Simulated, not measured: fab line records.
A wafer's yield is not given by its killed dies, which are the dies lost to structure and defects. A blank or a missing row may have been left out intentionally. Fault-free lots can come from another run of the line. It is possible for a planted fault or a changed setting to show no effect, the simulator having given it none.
Which of the tools did it? + flow sky130 + 12 lots, 36 wafers sampled, at 4 steps of a route of 708

WHAT THE GAUGES SHOWED, per wafer
SKY_GATE_OXIDE_TW_MEAS_14.
| lot  | measured     | on            | GATE_OXIDE_TW     |
|------|--------------|---------------|-------------------|
| L324 | day 14 09:01 | film metro-02 | 225.0 225.2 223.8 |
| L329 | day 16 07:23 | film metro-04 | 225.6 225.3 225.7 |
| L330 | day 16 18:16 | film metro-04 | 224.8 225.3 224.2 |
| L331 | day 17 08:24 | film metro-03 | 224.4 224.0 224.7 |
| L334 | day 18 14:23 | film metro-02 | 226.9 226.2 226.7 |
| L335 | day 19 00:03 | film metro-02 | 225.3 226.4 224.2 |
| L337 | day 19 18:50 | film metro-02 | 224.0 224.9 225.0 |
| L338 | day 20 08:07 | film metro-02 | 224.5 224.7 225.5 |
| L340 | day 20 23:32 | film metro-03 | 225.0 225.5 224.4 |
| L341 | day 20 23:49 | film metro-04 | 223.7 226.7 225.1 |
| L343 | day 21 12:46 | film metro-04 | 223.7 223.4 222.6 |
| L344 | day 21 21:38 | film metro-04 | 224.2 222.2 223.5 |

SKY_LDD_HVP_TW_MEAS_10.
| lot  | measured     | on            | LDD_HVP_TW  |
|------|--------------|---------------|-------------|
| L324 | day 22 05:53 | film metro-03 | 456 457 454 |
| L329 | day 25 00:56 | film metro-03 | 455 455 454 |
| L330 | day 25 01:37 | film metro-02 | 456 455 457 |
| L331 | day 25 13:09 | film metro-02 | 457 456 456 |
| L334 | day 26 16:05 | film metro-03 | 461 460 458 |
| L335 | day 27 05:08 | film metro-01 | 460 457 455 |
| L337 | day 27 14:29 | film metro-02 | 457 456 458 |
| L338 | day 28 07:22 | film metro-03 | 454 454 456 |
| L340 | day 28 19:17 | film metro-01 | 457 459 460 |
| L341 | day 28 17:52 | film metro-03 | 455 458 456 |
| L343 | day 29 04:56 | film metro-02 | 461 458 457 |
| L344 | day 29 14:20 | film metro-01 | 458 457 455 |

WHICH TOOL RAN EACH LOT (tool, then ch and the chambers of the sampled wafers, then the start)
| lot  | SKY_LDD_HVP_COAT_02               | SKY_LDD_HVP_STRIP_09                 |
|------|-----------------------------------|--------------------------------------|
| L324 | litho track-04 ch 0, day 21 14:45 | plasma asher-04 ch 0,1, day 22 05:46 |
| L329 | litho track-04 ch 0, day 24 09:35 | plasma asher-02 ch 0,1, day 25 00:50 |
| L330 | litho track-03 ch 0, day 24 10:41 | plasma asher-02 ch 0,1, day 25 01:31 |
| L331 | litho track-03 ch 0, day 24 22:22 | plasma asher-04 ch 0,1, day 25 13:03 |
| L334 | litho track-03 ch 0, day 26 01:04 | plasma asher-02 ch 0,1, day 26 15:59 |
| L335 | litho track-03 ch 0, day 26 13:52 | plasma asher-02 ch 0,1, day 27 05:01 |
| L337 | litho track-03 ch 0, day 26 23:23 | plasma asher-02 ch 0,1, day 27 14:23 |
| L338 | litho track-03 ch 0, day 27 16:05 | plasma asher-02 ch 0,1, day 28 07:16 |
| L340 | litho track-02 ch 0, day 28 04:50 | plasma asher-02 ch 0,1, day 28 19:12 |
| L341 | litho track-02 ch 0, day 28 03:23 | plasma asher-02 ch 0,1, day 28 17:46 |
| L343 | litho track-02 ch 0, day 28 14:29 | plasma asher-02 ch 0,1, day 29 04:51 |
| L344 | litho track-04 ch 0, day 28 23:21 | plasma asher-01 ch 0,1, day 29 14:13 |
- SKY_LDD_HVP_COAT_02: resist thk 300 nm.
- SKY_LDD_HVP_STRIP_09: strips in O2/N2.

WHAT THE TOOLS THEMSELVES READ (means of the sampled wafers that have a number; where no wafer has one, the mark that the record gives instead)
SKY_LDD_HVP_COAT_02.
| lot  | tool           | spin speed rpm (rpm) |
|------|----------------|----------------------|
| L324 | litho track-04 | 2998.7               |
| L329 | litho track-04 | 3002.5               |
| L330 | litho track-03 | 3000.2               |
| L331 | litho track-03 | 2999.0               |
| L334 | litho track-03 | 3000.0               |
| L335 | litho track-03 | 2786.0               |
| L337 | litho track-03 | 2787.0               |
| L338 | litho track-03 | 2786.5               |
| L340 | litho track-02 | 2998.5               |
| L341 | litho track-02 | 3000.1               |
| L343 | litho track-02 | 2998.3               |
| L344 | litho track-04 | 3002.1               |

SKY_LDD_HVP_STRIP_09.
| lot  | tool            | drypump motor current A (A) | oes product au (a.u.) | strip time to endpoint s (s) |
|------|-----------------|-----------------------------|-----------------------|------------------------------|
| L324 | plasma asher-04 | 5.3                         | 0.409                 | 4.130                        |
| L329 | plasma asher-02 | 6.0                         | 0.406                 | 4.106                        |
| L330 | plasma asher-02 | 5.7                         | 0.409                 | 4.146                        |
| L331 | plasma asher-04 | 5.6                         | 0.412                 | 4.150                        |
| L334 | plasma asher-02 | 5.7                         | 0.407                 | 4.153                        |
| L335 | plasma asher-02 | 6.0                         | 0.418                 | 4.293                        |
| L337 | plasma asher-02 | 6.1                         | 0.414                 | 4.296                        |
| L338 | plasma asher-02 | 6.0                         | 0.416                 | 4.313                        |
| L340 | plasma asher-02 | 6.0                         | 0.410                 | 4.142                        |
| L341 | plasma asher-02 | 5.7                         | 0.404                 | 4.110                        |
| L343 | plasma asher-02 | 6.0                         | 0.411                 | 4.131                        |
| L344 | plasma asher-01 | 5.5                         | 0.411                 | 4.149                        |

THE ANSWER, worked out from the rows above alone
Rule: usual is defined by the lots themselves. Put in order of their means at a reading, lots are off if they are a third of the lots or fewer, leave a main group of 4 or more, and stand apart from it by a gap of 3 or more times the standard deviation of the main group's means; of several such gaps the widest counts. A main group is skipped when, at the precision printed for the reading in the tables above, its means are all equal. Also off: a lot with no number at a reading for which 4 or more lots have one. All remaining lots with rows at the step are treated as sound. The gauges are gone through in route order, then the tools' own readings, and for those a lot's mean is taken as printed above. The first step at which some lot is off is used, and at that step the reading that is off furthest; a lot without a number counts as furthest.
Off, at SKY_LDD_HVP_COAT_02 on spin speed rpm: L335, L337, L338. The main group: mean 2999.9 rpm, standard deviation 1.4.
A tool fits if, at that step or a process step before it, it ran every lot that is off, and no sound lot after the first of them. One fits: SKY_LDD_HVP_COAT_02 on litho track-03. Its last sound lot is L334 (day 26 01:04), its first lot that is off L335 (day 26 13:52): a fault that began between those two fits.
The tool's own readings at SKY_LDD_HVP_COAT_02 bear it out: on the lots that are off they differ by more than 5 times the standard deviation of the sound lots' means. spin speed rpm reads 2786.5 rpm there against 2999.9 rpm on the sound lots.

WHAT WAS PUT IN BY THE SIMULATOR
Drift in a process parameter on litho track-03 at SKY_LDD_HVP_COAT_02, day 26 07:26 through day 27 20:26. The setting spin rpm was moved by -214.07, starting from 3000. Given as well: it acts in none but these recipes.
Struck lots among those shown: L335, L337, L338. Same finding as the rule above.
